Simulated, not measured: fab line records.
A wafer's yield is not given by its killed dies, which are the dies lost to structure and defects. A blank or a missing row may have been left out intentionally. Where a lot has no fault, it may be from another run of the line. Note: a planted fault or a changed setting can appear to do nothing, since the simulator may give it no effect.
fab line records ; flow sky130 ; part 1 of 2: steps 1 to 25 of 34
record lots=5; wafers=15; lastDay=50
route steps=708 shown POLY_GATE@205 RES_PROTECT@206 LDD_N@237
lots that met no fault: from a run of the same line without faults
startH: hours from the record's opening day to when the first of the lot's shown wafers began ; waitH: hours from the lot's prior step to this one ; " same as the row above ; L1.1+2: a row that stands for several wafers ; - value missing, or start not given ; * or withheld: withheld ; < > ~ a bound
route shown NAME@n: names a module that has steps shown in the file, with the first one's number in the route ; usual: mean and standard deviation over wafers with no fault ; same: alike in all rows ; chamber/n: place in a boat ; sites: each site's reading ; _std_site: standard deviation across them ; _edge_site: the outer-site mean with the inner-site mean subtracted ; radiusMm: for every site, how far away it sits from the centre of the wafer ; mask NAME#n: copy n ; behind: tool/chamber where the wafer was last shaped ; hold: why the lot went on hold/how many hours it stayed there/how the hold came to an end ; device: the transistor (n, p or np) that didn't switch ; end of line: the tests these same wafers got at the end of their route ; where a step has no rows: the recipe by itself ; killed: the dies lost at the first sort to structure and to defects; this is not the yield of the wafer ; map: shows each die of a wafer: x if killed, . if not, _ if none is there
set.NAME: the setting as run; set.NAME@STEP: as run at that earlier step ; model.NAME: the simulator's own value behind a step, which no gauge read
certain route steps with their lots: each step a table, each wafer a row
services: a tool's chamber out of use, with start hour (startH, from the record's first day; less than 0 if before it), hours out, and reason
## steps
# step SKY_POLY_GATE_THK_MEAS_01
# recipe reads=poly-Si_of_POLY_GATE_CVD_00
# usual POLY_GATE_CVD_00_THK=179.4/1.4
lot.wafer;tool;chamber;startH;waitH;POLY_GATE_CVD_00_THK[nm]
L085.2;filmMetro-01;-;418.15;0.0;181.8
L085.3;filmMetro-01;-;418.15;0.0;179.9
L085.4;filmMetro-01;-;418.15;0.0;180.6
L088.1;filmMetro-03;-;447.68;0.0;181.1
L088.4;filmMetro-03;-;447.68;0.0;180.2
L088.5;filmMetro-03;-;447.68;0.0;180.4
L090.1;filmMetro-03;-;457.39;0.0;179.0
L090.5;filmMetro-03;-;457.39;0.0;178.0
L090.6;filmMetro-03;-;457.39;0.0;178.0
L093.1;filmMetro-02;-;475.15;0.0;178.4
L093.2;filmMetro-02;-;475.15;0.0;177.9
L093.4;filmMetro-02;-;475.15;0.0;177.9
L095.1;filmMetro-02;-;496.04;0.0;180.1
L095.5;filmMetro-02;-;496.04;0.0;179.2
L095.6;filmMetro-02;-;496.04;0.0;180.1
# step SKY_RES_PROTECT_DEHYDRATE_00
# recipe tempC=200; timeS=60
# usual exhaustPa=45.0/0.88
# same timeS=60
lot.wafer;tool;chamber;startH;waitH;exhaustPa
L085.2;lithoTrack-03;0;433.08;14.9;46.4
L085.3;lithoTrack-03;0;433.08;14.9;45.1
L085.4;lithoTrack-03;0;433.08;14.9;44.9
L088.1;lithoTrack-03;0;461.30;13.6;46.1
L088.4;lithoTrack-03;0;461.30;13.6;45.6
L088.5;lithoTrack-03;0;461.30;13.6;44.7
L090.1;lithoTrack-01;0;471.36;14.0;44.9
L090.5;lithoTrack-01;0;471.36;14.0;43.8
L090.6;lithoTrack-01;0;471.36;14.0;45.4
L093.1;lithoTrack-03;0;490.20;15.0;45.2
L093.2;lithoTrack-03;0;490.20;15.0;45.0
L093.4;lithoTrack-03;0;490.20;15.0;45.8
L095.1;lithoTrack-03;0;510.55;14.5;44.7
L095.5;lithoTrack-03;0;510.55;14.5;45.3
L095.6;lithoTrack-03;0;510.55;14.5;45.6
# step SKY_RES_PROTECT_HMDS_01
# recipe primeTimeS=60; primeTempC=120
# usual exhaustPa=44.9/0.97
lot.wafer;tool;chamber;startH;waitH;exhaustPa
L085.2;lithoTrack-03;0;433.23;0.1;45.3
L085.3;lithoTrack-03;0;433.23;0.1;46.1
L085.4;lithoTrack-03;0;433.23;0.1;45.2
L088.1;lithoTrack-03;0;461.45;0.1;43.7
L088.4;lithoTrack-03;0;461.45;0.1;44.4
L088.5;lithoTrack-03;0;461.45;0.1;43.5
L090.1;lithoTrack-01;0;471.51;0.1;45.7
L090.5;lithoTrack-01;0;471.51;0.1;46.1
L090.6;lithoTrack-01;0;471.51;0.1;44.4
L093.1;lithoTrack-03;0;490.35;0.1;45.4
L093.2;lithoTrack-03;0;490.35;0.1;45.2
L093.4;lithoTrack-03;0;490.35;0.1;45.8
L095.1;lithoTrack-03;0;510.70;0.1;42.2
L095.5;lithoTrack-03;0;510.70;0.1;43.8
L095.6;lithoTrack-03;0;510.70;0.1;45.2
# step SKY_RES_PROTECT_COAT_02
# recipe resist=NOVOLAK; spinRpm=3000; resistThkNm=1140
# usual exhaustPa=45.1/0.89
lot.wafer;tool;chamber;startH;waitH;exhaustPa
L085.2;lithoTrack-03;0;433.38;0.1;45.3
L085.3;lithoTrack-03;0;433.38;0.1;45.0
L085.4;lithoTrack-03;0;433.38;0.1;44.7
L088.1;lithoTrack-03;0;461.60;0.1;44.1
L088.4;lithoTrack-03;0;461.60;0.1;44.8
L088.5;lithoTrack-03;0;461.60;0.1;45.4
L090.1;lithoTrack-01;0;471.66;0.1;44.5
L090.5;lithoTrack-01;0;471.66;0.1;44.1
L090.6;lithoTrack-01;0;471.66;0.1;45.6
L093.1;lithoTrack-03;0;490.50;0.1;44.3
L093.2;lithoTrack-03;0;490.50;0.1;44.6
L093.4;lithoTrack-03;0;490.50;0.1;45.9
L095.1;lithoTrack-03;0;510.85;0.1;46.0
L095.5;lithoTrack-03;0;510.85;0.1;46.1
L095.6;lithoTrack-03;0;510.85;0.1;44.3
# step SKY_RES_PROTECT_SOFTBAKE_03
# recipe tempC=90; timeS=60; resist=NOVOLAK
# usual exhaustPa=44.9/1.1
# same timeS=60
lot.wafer;tool;chamber;startH;waitH;exhaustPa
L085.2;lithoTrack-03;0;433.53;0.1;47.8
L085.3;lithoTrack-03;0;433.53;0.1;47.0
L085.4;lithoTrack-03;0;433.53;0.1;45.7
L088.1;lithoTrack-03;0;461.75;0.1;43.1
L088.4;lithoTrack-03;0;461.75;0.1;43.4
L088.5;lithoTrack-03;0;461.75;0.1;44.7
L090.1;lithoTrack-01;0;471.81;0.1;44.1
L090.5;lithoTrack-01;0;471.81;0.1;43.6
L090.6;lithoTrack-01;0;471.81;0.1;44.6
L093.1;lithoTrack-03;0;490.65;0.1;45.8
L093.2;lithoTrack-03;0;490.65;0.1;45.6
L093.4;lithoTrack-03;0;490.65;0.1;45.4
L095.1;lithoTrack-03;0;511.00;0.1;45.4
L095.5;lithoTrack-03;0;511.00;0.1;43.9
L095.6;lithoTrack-03;0;511.00;0.1;44.2
# step SKY_RES_PROTECT_EXPOSE_04
# recipe maskId=RPM; na=0.6; sourceShape=conventional; sigmaOuter=0.6; polarization=unpolarized; targetCdNm=1270; doseMj=131
# usual reticleTempC=23.01/0.097
# same na=0.6
lot.wafer;tool;chamber;startH;waitH;mask;reticleTempC
L085.2;ilineStepper-02;0;-;-;RPM#0;23.13
L085.3;ilineStepper-02;0;-;-;RPM#0;23.01
L085.4;ilineStepper-02;0;-;-;RPM#0;23.00
L088.1;ilineStepper-02;0;-;-;RPM#0;23.13
L088.4;ilineStepper-02;0;-;-;RPM#0;22.97
L088.5;ilineStepper-02;0;-;-;RPM#0;23.01
L090.1;ilineStepper-02;0;-;-;RPM#0;22.95
L090.5;ilineStepper-02;0;-;-;RPM#0;22.94
L090.6;ilineStepper-02;0;-;-;RPM#0;22.85
L093.1;ilineStepper-02;0;-;-;RPM#0;23.02
L093.2;ilineStepper-02;0;-;-;RPM#0;23.02
L093.4;ilineStepper-02;0;-;-;RPM#0;23.07
L095.1;ilineStepper-02;0;-;-;RPM#0;22.89
L095.5;ilineStepper-02;0;-;-;RPM#0;22.91
L095.6;ilineStepper-02;0;-;-;RPM#0;22.95
# step SKY_RES_PROTECT_PEB_05
# recipe tempC=withheld; timeS=*; resist=NOVOLAK
# usual exhaustPa=45.2/1.1
# same timeS=*
lot.wafer;tool;chamber;startH;waitH;exhaustPa
L085.2;lithoTrack-01;0;-;-;45.9
L085.3;lithoTrack-01;0;-;-;45.1
L085.4;lithoTrack-01;0;-;-;45.4
L088.1;lithoTrack-03;0;-;-;43.1
L088.4;lithoTrack-03;0;-;-;44.0
L088.5;lithoTrack-03;0;-;-;43.8
L090.1;lithoTrack-03;0;-;-;45.9
L090.5;lithoTrack-03;0;-;-;45.7
L090.6;lithoTrack-03;0;-;-;44.8
L093.1;lithoTrack-04;0;-;-;46.5
L093.2;lithoTrack-04;0;-;-;46.3
L093.4;lithoTrack-04;0;-;-;45.2
L095.1;lithoTrack-04;0;-;-;43.9
L095.5;lithoTrack-04;0;-;-;44.7
L095.6;lithoTrack-04;0;-;-;46.0
# step SKY_RES_PROTECT_DEVELOP_06
# recipe resist=NOVOLAK; developer=TMAH; developTimeS=60; devTempC=23.42
# usual exhaustPa=44.9/0.84
lot.wafer;tool;chamber;startH;waitH;exhaustPa
L085.2;lithoTrack-01;0;447.83;0.1;45.8
L085.3;lithoTrack-01;0;447.83;0.1;44.3
L085.4;lithoTrack-01;0;447.83;0.1;44.8
L088.1;lithoTrack-03;0;476.85;0.1;44.3
L088.4;lithoTrack-03;0;476.85;0.1;45.3
L088.5;lithoTrack-03;0;476.85;0.1;44.6
L090.1;lithoTrack-03;0;487.00;0.1;44.8
L090.5;lithoTrack-03;0;487.00;0.1;47.1
L090.6;lithoTrack-03;0;487.00;0.1;45.6
L093.1;lithoTrack-04;0;505.37;0.1;44.9
L093.2;lithoTrack-04;0;505.37;0.1;44.8
L093.4;lithoTrack-04;0;505.37;0.1;45.5
L095.1;lithoTrack-04;0;526.22;0.1;44.4
L095.5;lithoTrack-04;0;526.22;0.1;45.1
L095.6;lithoTrack-04;0;526.22;0.1;45.3
# step SKY_POLY_GATE_IMPLANT_02
# recipe species=P; energyKev=30; doseCm2=7.7e+15; tiltDeg=0
# usual doseIonsCm2=7.701e+15/8.4e+12
lot.wafer;tool;chamber;startH;waitH;doseIonsCm2
L085.2;implanter-02;0;448.11;0.3;7.709e+15
L085.3;implanter-02;0;448.11;0.3;7.708e+15
L085.4;implanter-02;0;448.11;0.3;7.719e+15
L088.1;implanter-02;0;477.00;0.1;7.705e+15
L088.4;implanter-02;0;477.00;0.1;7.709e+15
L088.5;implanter-02;0;477.00;0.1;7.705e+15
L090.1;implanter-04;0;487.15;0.1;7.691e+15
L090.5;implanter-04;0;487.15;0.1;7.701e+15
L090.6;implanter-04;0;487.15;0.1;7.699e+15
L093.1;implanter-02;0;505.52;0.1;7.702e+15
L093.2;implanter-02;0;505.52;0.1;7.699e+15
L093.4;implanter-02;0;505.52;0.1;7.715e+15
L095.1;implanter-03;0;526.43;0.2;7.708e+15
L095.5;implanter-03;0;526.43;0.2;7.693e+15
L095.6;implanter-03;0;526.43;0.2;7.703e+15
# step SKY_RES_PROTECT_STRIP_07
# recipe chemistry=O2/N2; powerW=1400; pressureMtorr=1500; platenTempC=withheld; o2FlowSccm=3000; n2FlowSccm=300; overashFraction=0.5
# usual drypumpMotorCurrentA=5.7/0.46; oesProductAu=0.518/0.0046; stripTimeToEndpointS=23.29/0.045
lot.wafer;tool;chamber;startH;waitH;drypumpMotorCurrentA;oesProductAu;rfHoursCounterH;stripTimeToEndpointS
L085.2;plasmaAsher-01;0;448.24;0.1;5.0;0.519;33;23.31
L085.3;plasmaAsher-01;0;448.24;0.1;5.0;0.521;-;23.32
L085.4;plasmaAsher-01;1;448.24;0.1;5.4;0.518;-;23.30
L088.1;plasmaAsher-01;0;477.15;0.1;4.9;0.511;36;23.27
L088.4;plasmaAsher-01;0;477.15;0.1;4.9;0.508;-;23.31
L088.5;plasmaAsher-01;1;477.15;0.1;5.4;0.528;-;23.30
L090.1;plasmaAsher-03;1;487.30;0.1;6.3;0.518;69;23.32
L090.5;plasmaAsher-03;0;487.30;0.1;6.1;0.516;-;23.30
L090.6;plasmaAsher-03;1;487.30;0.1;6.3;0.522;-;23.31
L093.1;plasmaAsher-04;0;505.67;0.1;6.0;0.524;76;23.23
L093.2;plasmaAsher-04;1;505.67;0.1;5.6;0.521;76;23.24
L093.4;plasmaAsher-04;0;505.67;0.1;6.0;0.519;-;23.26
L095.1;plasmaAsher-01;0;526.58;0.1;4.9;0.526;41;23.28
L095.5;plasmaAsher-01;1;526.58;0.1;5.4;0.513;-;23.27
L095.6;plasmaAsher-01;0;526.58;0.1;4.9;0.522;-;23.30
# step SKY_RES_PROTECT_TW_MEAS_08
# usual POLY_GATE_TW=4060/21
lot.wafer;tool;chamber;startH;waitH;POLY_GATE_TW
L085.2;filmMetro-02;-;448.35;0.1;4078
L085.3;filmMetro-02;-;448.35;0.1;4100
L085.4;filmMetro-02;-;448.35;0.1;4100
L088.1;filmMetro-04;-;477.25;0.1;4091
L088.4;filmMetro-04;-;477.25;0.1;4057
L088.5;filmMetro-04;-;477.25;0.1;4083
L090.1;filmMetro-02;-;487.40;0.1;4054
L090.5;filmMetro-02;-;487.40;0.1;4058
L090.6;filmMetro-02;-;487.40;0.1;4100
L093.1;filmMetro-04;-;505.77;0.1;4043
L093.2;filmMetro-04;-;505.77;0.1;4045
L093.4;filmMetro-04;-;505.77;0.1;4039
L095.1;filmMetro-02;-;526.68;0.1;4058
L095.5;filmMetro-02;-;526.68;0.1;4066
L095.6;filmMetro-02;-;526.68;0.1;4039
# step SKY_RES_PROTECT_CLEAN_09
# recipe chemistry=SC1/SC2; mix=1:4:20; tempC=70; timeS=150; dry=n2Spin
# usual bathGuardTempC=70.0/0.43; bathHeatDutyPct=13.2/1.3
# same timeS=150
lot.wafer;tool;chamber;startH;waitH;bathGuardTempC;bathHeatDutyPct
L085.2;wetBench-01;3;448.40;0.0;70.5;11.9
L085.3;wetBench-01;3;448.40;0.0;70.3;12.7
L085.4;wetBench-01;3;448.40;0.0;70.1;11.8
L088.1;wetBench-01;2;477.31;0.1;70.0;12.5
L088.4;wetBench-01;2;477.31;0.1;69.6;13.0
L088.5;wetBench-01;2;477.31;0.1;69.6;12.7
L090.1;wetBench-03;0;487.46;0.1;70.2;13.0
L090.5;wetBench-03;0;487.46;0.1;70.3;13.0
L090.6;wetBench-03;0;487.46;0.1;70.2;12.0
L093.1;wetBench-03;0;505.83;0.1;70.4;13.8
L093.2;wetBench-03;0;505.83;0.1;70.6;14.0
L093.4;wetBench-03;0;505.83;0.1;70.4;13.8
L095.1;wetBench-01;0;526.74;0.1;69.3;13.6
L095.5;wetBench-01;0;526.74;0.1;69.3;13.1
L095.6;wetBench-01;0;526.74;0.1;69.7;12.7
# step SKY_POLY_GATE_CVD_03
# recipe material=Si3N4; precursor=DCS/NH3; targetThkNm=75; tempC=770; timeS=1290; pressureMtorr=250
# same timeS=1290
lot.wafer;tool;chamber;startH;waitH
L085.2+3+4;lpcvd-02;1;448.45;0.0
L088.1+4+5;lpcvd-02;0;477.36;0.0
L090.1+5+6;lpcvd-02;1;487.52;0.0
L093.1+2+4;lpcvd-02;0;505.88;0.0
L095.1+5+6;lpcvd-02;0;528.00;1.2
# step SKY_POLY_GATE_THK_MEAS_04
# recipe reads=Si3N4_of_POLY_GATE_CVD_03
# usual POLY_GATE_CVD_03_THK=75.3/0.55
lot.wafer;tool;chamber;startH;waitH;POLY_GATE_CVD_03_THK[nm]
L085.2;filmMetro-03;-;449.82;0.0;75.3
L085.3;filmMetro-03;-;449.82;0.0;75.0
L085.4;filmMetro-03;-;449.82;0.0;75.5
L088.1;filmMetro-01;-;478.72;0.0;74.5
L088.4;filmMetro-01;-;478.72;0.0;75.8
L088.5;filmMetro-01;-;478.72;0.0;74.8
L090.1;filmMetro-01;-;489.55;0.0;75.2
L090.5;filmMetro-01;-;489.55;0.0;75.0
L090.6;filmMetro-01;-;489.55;0.0;74.7
L093.1;filmMetro-03;-;507.24;0.0;75.6
L093.2;filmMetro-03;-;507.24;0.0;75.8
L093.4;filmMetro-03;-;507.24;0.0;75.4
L095.1;filmMetro-01;-;529.36;0.0;74.5
L095.5;filmMetro-01;-;529.36;0.0;74.3
L095.6;filmMetro-01;-;529.36;0.0;74.0
# step SKY_POLY_GATE_DEHYDRATE_05
# recipe tempC=200; timeS=60
# usual exhaustPa=44.9/0.86
# same timeS=60
lot.wafer;tool;chamber;startH;waitH;exhaustPa
L085.2;lithoTrack-02;0;464.74;14.9;45.4
L085.3;lithoTrack-02;0;464.74;14.9;45.3
L085.4;lithoTrack-02;0;464.74;14.9;45.6
L088.1;lithoTrack-01;0;493.11;14.4;43.9
L088.4;lithoTrack-01;0;493.11;14.4;45.8
L088.5;lithoTrack-01;0;493.11;14.4;44.7
L090.1;lithoTrack-03;0;504.00;14.4;44.3
L090.5;lithoTrack-03;0;504.00;14.4;45.5
L090.6;lithoTrack-03;0;504.00;14.4;44.5
L093.1;lithoTrack-03;0;521.60;14.4;45.2
L093.2;lithoTrack-03;0;521.60;14.4;44.3
L093.4;lithoTrack-03;0;521.60;14.4;44.9
L095.1;lithoTrack-01;0;543.56;14.2;44.7
L095.5;lithoTrack-01;0;543.56;14.2;45.4
L095.6;lithoTrack-01;0;543.56;14.2;45.0
# step SKY_POLY_GATE_HMDS_06
# recipe primeTimeS=60; primeTempC=120
# usual exhaustPa=45.1/0.79
lot.wafer;tool;chamber;startH;waitH;exhaustPa
L085.2;lithoTrack-02;0;464.89;0.1;44.0
L085.3;lithoTrack-02;0;464.89;0.1;44.2
L085.4;lithoTrack-02;0;464.89;0.1;44.5
L088.1;lithoTrack-01;0;493.26;0.1;45.0
L088.4;lithoTrack-01;0;493.26;0.1;43.5
L088.5;lithoTrack-01;0;493.26;0.1;45.5
L090.1;lithoTrack-03;0;504.15;0.1;46.1
L090.5;lithoTrack-03;0;504.15;0.1;46.5
L090.6;lithoTrack-03;0;504.15;0.1;44.1
L093.1;lithoTrack-03;0;521.75;0.1;46.2
L093.2;lithoTrack-03;0;521.75;0.1;46.3
L093.4;lithoTrack-03;0;521.75;0.1;46.2
L095.1;lithoTrack-01;0;543.71;0.1;44.8
L095.5;lithoTrack-01;0;543.71;0.1;45.7
L095.6;lithoTrack-01;0;543.71;0.1;43.8
# step SKY_POLY_GATE_COAT_07
# recipe resist=BARC; tempC=withheld; timeS=withheld; spinRpm=3000; resistThkNm=110
# usual exhaustPa=45.1/0.89
lot.wafer;tool;chamber;startH;waitH;exhaustPa
L085.2;lithoTrack-02;0;465.04;0.1;46.1
L085.3;lithoTrack-02;0;465.04;0.1;45.9
L085.4;lithoTrack-02;0;465.04;0.1;44.6
L088.1;lithoTrack-01;0;493.41;0.1;44.4
L088.4;lithoTrack-01;0;493.41;0.1;44.4
L088.5;lithoTrack-01;0;493.41;0.1;44.9
L090.1;lithoTrack-03;0;504.30;0.1;44.6
L090.5;lithoTrack-03;0;504.30;0.1;45.3
L090.6;lithoTrack-03;0;504.30;0.1;46.6
L093.1;lithoTrack-03;0;521.90;0.1;45.8
L093.2;lithoTrack-03;0;521.90;0.1;46.2
L093.4;lithoTrack-03;0;521.90;0.1;45.9
L095.1;lithoTrack-01;0;543.86;0.1;44.3
L095.5;lithoTrack-01;0;543.86;0.1;44.6
L095.6;lithoTrack-01;0;543.86;0.1;43.9
# step SKY_POLY_GATE_COAT_08
# recipe resist=KrF-thick; spinRpm=3000; resistThkNm=450
# usual exhaustPa=44.9/0.75
lot.wafer;tool;chamber;startH;waitH;exhaustPa
L085.2;lithoTrack-02;0;-;-;45.0
L085.3;lithoTrack-02;0;-;-;43.9
L085.4;lithoTrack-02;0;-;-;44.0
L088.1;lithoTrack-01;0;-;-;45.0
L088.4;lithoTrack-01;0;-;-;45.7
L088.5;lithoTrack-01;0;-;-;45.1
L090.1;lithoTrack-03;0;-;-;45.2
L090.5;lithoTrack-03;0;-;-;46.2
L090.6;lithoTrack-03;0;-;-;45.5
L093.1;lithoTrack-03;0;-;-;45.5
L093.2;lithoTrack-03;0;-;-;46.0
L093.4;lithoTrack-03;0;-;-;44.5
L095.1;lithoTrack-01;0;-;-;44.3
L095.5;lithoTrack-01;0;-;-;44.0
L095.6;lithoTrack-01;0;-;-;45.4
# step SKY_POLY_GATE_SOFTBAKE_09
# recipe tempC=100; timeS=90; resist=KrF-thick
# usual exhaustPa=45.1/0.98
# same timeS=90
lot.wafer;tool;chamber;startH;waitH;exhaustPa
L085.2;lithoTrack-02;0;-;-;46.0
L085.3;lithoTrack-02;0;-;-;46.0
L085.4;lithoTrack-02;0;-;-;45.1
L088.1;lithoTrack-01;0;-;-;44.6
L088.4;lithoTrack-01;0;-;-;46.0
L088.5;lithoTrack-01;0;-;-;44.9
L090.1;lithoTrack-03;0;-;-;45.6
L090.5;lithoTrack-03;0;-;-;46.5
L090.6;lithoTrack-03;0;-;-;47.0
L093.1;lithoTrack-03;0;-;-;44.8
L093.2;lithoTrack-03;0;-;-;44.1
L093.4;lithoTrack-03;0;-;-;46.2
L095.1;lithoTrack-01;0;-;-;45.2
L095.5;lithoTrack-01;0;-;-;45.7
L095.6;lithoTrack-01;0;-;-;46.2
# step SKY_POLY_GATE_EXPOSE_10
# recipe maskId=P1M; na=0.68; sourceShape=conventional; sigmaOuter=0.6; targetCdNm=150; doseMj=28
# usual reticleTempC=22.98/0.11
# same na=0.68
lot.wafer;tool;chamber;startH;waitH;mask;reticleTempC
L085.2;krfScanner-01;0;-;-;P1M#0;22.96
L085.3;krfScanner-01;0;-;-;P1M#0;22.82
L085.4;krfScanner-01;0;-;-;P1M#0;22.97
L088.1;krfScanner-01;0;-;-;P1M#0;22.96
L088.4;krfScanner-01;0;-;-;P1M#0;22.94
L088.5;krfScanner-01;0;-;-;P1M#0;22.92
L090.1;krfScanner-02;0;-;-;P1M#0;22.94
L090.5;krfScanner-02;0;-;-;P1M#0;22.85
L090.6;krfScanner-02;0;-;-;P1M#0;23.00
L093.1;krfScanner-01;0;-;-;P1M#0;22.91
L093.2;krfScanner-01;0;-;-;P1M#0;22.88
L093.4;krfScanner-01;0;-;-;P1M#0;22.89
L095.1;krfScanner-01;0;-;-;P1M#0;22.90
L095.5;krfScanner-01;0;-;-;P1M#0;23.02
L095.6;krfScanner-01;0;-;-;P1M#0;22.93
# step SKY_POLY_GATE_PEB_11
# recipe pebTempC=withheld; pebTimeS=withheld; resist=KrF-thick
# usual exhaustPa=45.1/0.81
lot.wafer;tool;chamber;startH;waitH;exhaustPa
L085.2;lithoTrack-01;0;-;-;46.2
L085.3;lithoTrack-01;0;-;-;45.4
L085.4;lithoTrack-01;0;-;-;45.6
L088.1;lithoTrack-03;0;-;-;45.2
L088.4;lithoTrack-03;0;-;-;45.4
L088.5;lithoTrack-03;0;-;-;45.3
L090.1;lithoTrack-03;0;-;-;44.8
L090.5;lithoTrack-03;0;-;-;44.6
L090.6;lithoTrack-03;0;-;-;45.3
L093.1;lithoTrack-01;0;-;-;45.1
L093.2;lithoTrack-01;0;-;-;46.6
L093.4;lithoTrack-01;0;-;-;45.3
L095.1;lithoTrack-03;0;-;-;44.3
L095.5;lithoTrack-03;0;-;-;45.6
L095.6;lithoTrack-03;0;-;-;44.8
# step SKY_POLY_GATE_DEVELOP_12
# recipe developTimeS=60; resist=KrF-thick; devTempC=21
# usual exhaustPa=45.0/1
lot.wafer;tool;chamber;startH;waitH;exhaustPa
L085.2;lithoTrack-01;0;-;-;44.7
L085.3;lithoTrack-01;0;-;-;43.5
L085.4;lithoTrack-01;0;-;-;43.9
L088.1;lithoTrack-03;0;-;-;46.4
L088.4;lithoTrack-03;0;-;-;45.3
L088.5;lithoTrack-03;0;-;-;45.5
L090.1;lithoTrack-03;0;-;-;44.0
L090.5;lithoTrack-03;0;-;-;45.1
L090.6;lithoTrack-03;0;-;-;44.1
L093.1;lithoTrack-01;0;-;-;45.9
L093.2;lithoTrack-01;0;-;-;47.0
L093.4;lithoTrack-01;0;-;-;46.7
L095.1;lithoTrack-03;0;-;-;45.5
L095.5;lithoTrack-03;0;-;-;44.5
L095.6;lithoTrack-03;0;-;-;44.2
# step SKY_POLY_GATE_CD_MEAS_13
# recipe targetCdNm=150
# usual cdNm=149.7/1.5
lot.wafer;tool;chamber;startH;waitH;cdNm
L085.2;cdSem-02;-;480.38;-;149.3
L085.3;cdSem-02;-;480.38;-;152.0
L085.4;cdSem-02;-;480.38;-;150.2
L088.1;cdSem-02;-;509.00;-;148.0
L088.4;cdSem-02;-;509.00;-;150.4
L088.5;cdSem-02;-;509.00;-;148.3
L090.1;cdSem-01;-;520.35;-;151.1
L090.5;cdSem-01;-;520.35;-;150.4
L090.6;cdSem-01;-;520.35;-;148.9
L093.1;cdSem-02;-;537.51;-;150.2
L093.2;cdSem-02;-;537.51;-;149.3
L093.4;cdSem-02;-;537.51;-;151.3
L095.1;cdSem-01;-;559.10;-;148.7
L095.5;cdSem-01;-;559.10;-;148.0
L095.6;cdSem-01;-;559.10;-;147.7
# step SKY_POLY_GATE_OVL_MEAS_14
# usual POLY_GATE_OVL=-1/6
lot.wafer;tool;chamber;startH;waitH;POLY_GATE_OVL[nm]
L085.2;overlay-01;-;480.48;0.1;7
L085.3;overlay-01;-;480.48;0.1;-10
L085.4;overlay-01;-;480.48;0.1;0
L088.1;overlay-01;-;509.12;0.1;-7
L088.4;overlay-01;-;509.12;0.1;1
L088.5;overlay-01;-;509.12;0.1;-5
L090.1;overlay-02;-;520.47;0.1;2
L090.5;overlay-02;-;520.47;0.1;-1
L090.6;overlay-02;-;520.47;0.1;-1
L093.1;overlay-01;-;537.63;0.1;4
L093.2;overlay-01;-;537.63;0.1;-5
L093.4;overlay-01;-;537.63;0.1;-8
L095.1;overlay-02;-;559.22;0.1;-3
L095.5;overlay-02;-;559.22;0.1;6
L095.6;overlay-02;-;559.22;0.1;8
# step SKY_POLY_GATE_ETCH_15
# recipe chemistry=N2/H2; target=BARC; ionEnergyEv=200; sourceW=500; biasW=100; pressureMtorr=30; n2FlowSccm=100; h2FlowSccm=200; stopOn=SiO2; timeS=118.5; targetDepthA=1100
# usual drypumpMotorCurrentA=6.00/0.25; oesProductAu=0.717/0.0043; throttleValvePct=13.213/0.0097
# same timeS=118.5
lot.wafer;tool;chamber;startH;waitH;drypumpMotorCurrentA;oesProductAu;rfHoursCounterH;throttleValvePct
L085.2;rieDiel-04;1;480.51;0.0;6.07;0.716;32;13.235
L085.3;rieDiel-04;0;480.51;0.0;5.56;0.715;18;13.229
L085.4;rieDiel-04;2;480.51;0.0;6.25;0.717;12;13.200
L088.1;rieDiel-01;2;509.16;0.0;5.65;0.720;10;13.219
L088.4;rieDiel-01;1;509.16;0.0;6.38;0.713;-;13.209
L088.5;rieDiel-01;2;509.16;0.0;5.66;0.724;-;13.223
L090.1;rieDiel-04;0;520.51;0.0;5.51;0.709;19;13.214
L090.5;rieDiel-04;3;520.51;0.0;6.21;0.713;-;13.203
L090.6;rieDiel-04;0;520.51;0.0;5.53;0.722;-;13.202
L093.1;rieDiel-04;0;537.66;0.0;5.53;0.717;19;13.208
L093.2;rieDiel-04;3;537.66;0.0;6.20;0.723;6;13.230
L093.4;rieDiel-04;1;537.66;0.0;6.08;0.720;33;13.228
L095.1;rieDiel-02;1;559.26;0.0;5.93;0.719;24;13.210
L095.5;rieDiel-02;3;559.26;0.0;5.99;0.715;-;13.218
L095.6;rieDiel-02;1;559.26;0.0;5.94;0.719;-;13.213
